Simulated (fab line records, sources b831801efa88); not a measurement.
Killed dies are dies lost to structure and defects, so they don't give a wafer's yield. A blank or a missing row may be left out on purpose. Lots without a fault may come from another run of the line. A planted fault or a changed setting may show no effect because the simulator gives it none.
fab line records | flow sky130 | part 2 of 2: steps 34 to 43 of 43
record lots=5 wafers=15 last_day=50
route steps=708 shown SD_N@344 SD_P@359 RES_XHIGH@360 SALICIDE@361 LI_CONTACT@362 LOCAL_INTERCONNECT@387
lots that met no fault: from a run of the same line without faults
start_h: hours from the record's first day to the start of the lot's first wafer shown | wait_h: hours since the lot's step before | " the same as in the row above | L1.1+2: a row that stands for several wafers | - no value, or no start given | * or withheld: withheld | < > ~ a bound
route shown NAME@n: a module of which the file shows steps, and the number in the route of the first | usual: mean/standard deviation of fault-free wafers | same: alike in all rows | chamber/n: place in a boat | sites: the reading at each site | _std_site: their standard deviation | _edge_site: outer sites' mean less inner sites' | radius_mm: how far each site lies from the wafer's centre | mask NAME#n: copy n | behind: the tool/chamber that last shaped the wafer | hold: why the lot was held/for how many hours/how that ended | device: the transistor (n, p or np) that didn't switch | end of line: the same wafers' tests at the end of the route | a step without rows: its recipe alone | killed: dies lost to structure and defects at the first sort, not the wafer's yield | map: a wafer's dies, x killed, . not, _ none there
set.NAME: the setting as run; set.NAME@STEP: as run at that earlier step | model.NAME: the simulator's own value behind a step, which no gauge read
lots at some steps of the route; a table a step, a row a wafer
services: from which hour (start_h, from the record's first day; less than 0 if before it) a tool's chamber was out of use, for how many hours, and why
## steps
# step SKY_LI_CONTACT_STRIP_16
# recipe chemistry=O2/N2 power_w=1400 pressure_mtorr=1500 platen_temp_c=withheld o2_flow_sccm=3000 n2_flow_sccm=300 overash_fraction=0.5
# usual drypump_motor_current_A=5.5/0.39 oes_product_au=0.375/0.0047 strip_time_to_endpoint_s=3.49/0.032
# same overash_fraction=0.5
# columns lot.wafer tool chamber start_h wait_h drypump_motor_current_A oes_product_au rf_hours_counter_h strip_time_to_endpoint_s
L076.3 plasma_asher-01 1 688.09 - 5.1 0.383 - 3.55
L076.4 " 0 " " 5.8 0.383 - 3.49
L076.6 " 1 " " 5.1 0.377 - 3.56
L077.1 plasma_asher-01 0 692.31 - 5.9 0.374 90 3.51
L077.4 " 0 " " 5.8 0.373 - 3.45
L077.5 " 0 " " 5.9 0.371 - 3.48
L080.1 plasma_asher-02 0 721.76 - 5.3 0.375 61 3.53
L080.3 " 0 " " 5.3 0.376 - 3.50
L080.5 " 1 " " 5.9 0.369 - 3.46
L082.2 plasma_asher-01 1 737.66 - 5.0 0.369 95 3.48
L082.4 " 0 " " 5.9 0.372 - 3.45
L082.6 " 0 " " 5.9 0.369 - 3.44
L097.3 plasma_asher-01 1 871.36 - 5.1 0.375 - 3.53
L097.4 " 0 " " 5.8 0.379 - 3.47
L097.6 " 1 " " 5.1 0.369 - 3.47
# step SKY_LI_CONTACT_CLEAN_17
# recipe chemistry=NMP time_s=600 temp_c=60 dry=n2_spin
# columns lot.wafer tool chamber start_h wait_h
L076.3+4+6 wet_bench-04 2 688.16 0.0
L077.1+4+5 wet_bench-04 2 692.41 0.1
L080.1+3+5 wet_bench-04 1 721.86 0.1
L082.2+4+6 wet_bench-03 1 737.76 0.1
L097.3+4+6 wet_bench-03 2 871.42 0.0
# step SKY_LI_CONTACT_PRE_CLEAN_18
# recipe gas=Ar time_s=5.6 bias_v=358
# columns lot.wafer tool chamber start_h wait_h
L076.3+4+6 pvd_sputter-01 - 688.33 0.0
L077.1+4+5 pvd_sputter-02 - 692.58 0.0
L080.1+3+5 pvd_sputter-02 - 722.03 0.0
L082.2+4+6 pvd_sputter-01 - 737.93 0.0
L097.3+4+6 pvd_sputter-01 - 871.63 0.0
# step SKY_LI_CONTACT_SPUTTER_19
# recipe material=Ti target_thk_nm=20 chamber_pressure_pa=5.079 power_w=2500 substrate_temp_c=200 time_s=106.37
# usual throttle_valve_pct=30.1/0.89
# columns lot.wafer tool chamber start_h wait_h throttle_valve_pct
L076.3 pvd_sputter-01 - 688.35 0.0 29.6
L076.4 " - " " 29.6
L076.6 " - " " 31.6
L077.1 pvd_sputter-02 - 692.60 0.0 29.0
L077.4 " - " " 31.2
L077.5 " - " " 29.6
L080.1 pvd_sputter-02 - 722.05 0.0 31.3
L080.3 " - " " 29.8
L080.5 " - " " 29.9
L082.2 pvd_sputter-01 - 737.95 0.0 29.6
L082.4 " - " " 30.9
L082.6 " - " " 31.0
L097.3 pvd_sputter-01 - 871.65 0.0 30.9
L097.4 " - " " 31.3
L097.6 " - " " 31.3
# step SKY_LI_CONTACT_SPUTTER_20
# recipe material=TiN target_thk_nm=20 chamber_pressure_pa=5 power_w=4000 time_s=80
# usual throttle_valve_pct=30.0/0.9
# columns lot.wafer tool chamber start_h wait_h throttle_valve_pct
L076.3 pvd_sputter-01 - 688.43 0.0 29.4
L076.4 " - " " 29.5
L076.6 " - " " 31.3
L077.1 pvd_sputter-02 - 692.68 0.0 29.2
L077.4 " - " " 30.9
L077.5 " - " " 29.7
L080.1 pvd_sputter-02 - 722.13 0.0 31.1
L080.3 " - " " 29.8
L080.5 " - " " 29.6
L082.2 pvd_sputter-01 - 738.03 0.0 29.8
L082.4 " - " " 30.9
L082.6 " - " " 30.9
L097.3 pvd_sputter-01 - 871.73 0.0 30.6
L097.4 " - " " 31.2
L097.6 " - " " 31.3
# step SKY_LI_CONTACT_CVD_21
# recipe material=W target_thk_nm=400 time_s=120.56 temp_c=400 pressure_torr=40
# usual heater_power_w=903/120
# columns lot.wafer tool chamber start_h wait_h heater_power_w
L076.3 cvd_w-02 1 688.69 0.2 896
L076.4 " 0 " " 837
L076.6 " 0 " " 873
L077.1 cvd_w-01 0 692.74 0.0 749
L077.4 " 0 " " 787
L077.5 " 0 " " 748
L080.1 cvd_w-02 1 722.19 0.0 899
L080.3 " 1 " " 878
L080.5 " 0 " " 836
L082.2 cvd_w-02 1 738.09 0.0 906
L082.4 " 0 " " 867
L082.6 " 0 " " 838
L097.3 cvd_w-02 0 871.83 0.1 849
L097.4 " 1 " " 896
L097.6 " 0 " " 874
# step SKY_LI_CONTACT_RS_MEAS_22
# recipe thk_meas_gauge=four-point-probe reads=W_of_LI_CONTACT_CVD_21+TiN_of_LI_CONTACT_SPUTTER_20+Ti_of_LI_CONTACT_SPUTTER_19
# usual LI_CONTACT_W_RS=0.2863/0.0025
# columns lot.wafer tool chamber start_h wait_h LI_CONTACT_W_RS[ohm/sq]
L076.3 film_metro-04 - 688.81 0.1 0.2855
L076.4 " - " " 0.2828
L076.6 " - " " 0.2839
L077.1 film_metro-04 - 692.86 0.1 0.2832
L077.4 " - " " 0.2832
L077.5 " - " " 0.2844
L080.1 film_metro-04 - 722.31 0.1 0.2897
L080.3 " - " " 0.2916
L080.5 " - " " 0.2909
L082.2 film_metro-01 - 738.23 0.1 0.2874
L082.4 " - " " 0.2849
L082.6 " - " " 0.2839
L097.3 film_metro-04 - 871.96 0.1 0.2891
L097.4 " - " " 0.2899
L097.6 " - " " 0.2862
# step SKY_LI_CONTACT_THK_MEAS_23
# recipe thk_meas_gauge=xrf reads=W_of_LI_CONTACT_CVD_21
# usual LI_CONTACT_W_THK=407/5.2
# columns lot.wafer tool chamber start_h wait_h LI_CONTACT_W_THK[nm]
L076.3 film_metro-04 - 688.91 0.1 402
L076.4 " - " " 406
L076.6 " - " " 406
L077.1 film_metro-04 - 692.98 0.1 406
L077.4 " - " " 405
L077.5 " - " " 404
L080.1 film_metro-04 - 722.43 0.1 398
L080.3 " - " " 396
L080.5 " - " " 398
L082.2 film_metro-01 - 738.34 0.1 410
L082.4 " - " " 412
L082.6 " - " " 410
L097.3 film_metro-04 - 872.06 0.1 400
L097.4 " - " " 402
L097.6 " - " " 404
# step SKY_LI_CONTACT_CMP_24
# recipe stop_on=PSG t_overpolish_s=20 down_force_psi=3.5 platen_rpm=60 target_thk_nm=0 pad_velocity_m_s=0.94248
# usual motor_current_A=11.3/1.1 overpolish_run_s=20.001/0.0089 time_to_endpoint_s=95.8/2.8
# columns lot.wafer tool chamber start_h wait_h motor_current_A overpolish_run_s time_to_endpoint_s
L076.4 cmp-01 3 689.31 0.4 11.4 19.999 100.5
L076.3 " 0 " " 11.0 19.999 100.4
L076.6 " 1 " " 11.1 19.988 94.4
L077.4 cmp-01 1 693.04 0.0 11.9 20.001 93.0
L077.1 " 3 " " 11.4 20.015 93.7
L077.5 " 2 " " 12.5 20.005 91.4
L080.3 cmp-02 1 722.49 0.0 10.0 20.014 96.1
L080.1 " 0 " " 12.2 19.992 96.2
L080.5 " 2 " " 12.1 20.003 92.4
L082.2 cmp-01 2 738.39 0.0 11.9 20.007 91.6
L082.4 " 0 " " 10.0 19.995 95.8
L082.6 " 3 " " 11.6 19.997 93.3
L097.4 cmp-01 1 872.10 0.0 11.1 19.997 94.8
L097.3 " 0 " " 10.7 20.000 98.2
L097.6 " 1 " " 11.5 19.996 99.0
# step SKY_LOCAL_INTERCONNECT_SPUTTER_00
# recipe material=TiN target_thk_nm=100 temp_c=300 power_w=6571 time_s=83.3 chamber_pressure_pa=0.4
# usual throttle_valve_pct=29.9/0.96
# columns lot.wafer tool chamber start_h wait_h throttle_valve_pct
L076.3 pvd_sputter-03 - 689.51 0.1 28.8
L076.4 " - " " 30.1
L076.6 " - " " 28.5
L077.1 pvd_sputter-04 - 693.34 0.1 28.6
L077.4 " - " " 28.2
L077.5 " - " " 30.2
L080.1 pvd_sputter-04 - 722.79 0.1 28.8
L080.3 " - " " 28.2
L080.5 " - " " 30.2
L082.2 pvd_sputter-03 - 738.69 0.2 30.6
L082.4 " - " " 29.0
L082.6 " - " " 30.3
L097.3 pvd_sputter-01 - 872.40 0.1 31.6
L097.4 " - " " 29.5
L097.6 " - " " 31.4
## services
# columns tool chamber start_h hours kind
rie_diel-04 3 636.51 15.5 repair
pvd_sputter-02 - 639.34 3.7 repair
cvd_w-02 0 646.30 7.8 repair
cmp-01 - 667.75 0.3 repair
rie_diel-04 2 668.38 1.2 repair
rie_diel-04 0 673.86 2.6 repair
cmp-01 - 678.23 1.8 repair
cmp-01 - 683.29 1.5 repair
pvd_sputter-02 - 684.01 7.6 repair
cmp-01 - 691.66 0.7 repair
cmp-01 - 707.12 8.6 pm
hdpcvd-01 - 724.73 2.8 pm
rie_diel-04 0 725.30 13.0 repair
hdpcvd-01 1 743.33 4.1 repair
cmp-01 - 744.00 4.0 pm
hdpcvd-01 0 749.52 6.9 repair
pvd_sputter-01 - 785.73 0.7 repair
rie_diel-04 0 812.70 7.5 repair
pvd_sputter-02 - 827.26 11.6 repair
cmp-01 - 834.46 2.1 repair
pvd_sputter-01 - 836.39 6.2 repair
pvd_sputter-02 - 840.67 1.2 repair
rie_diel-04 2 844.01 2.8 repair
pvd_sputter-02 - 868.18 2.4 repair
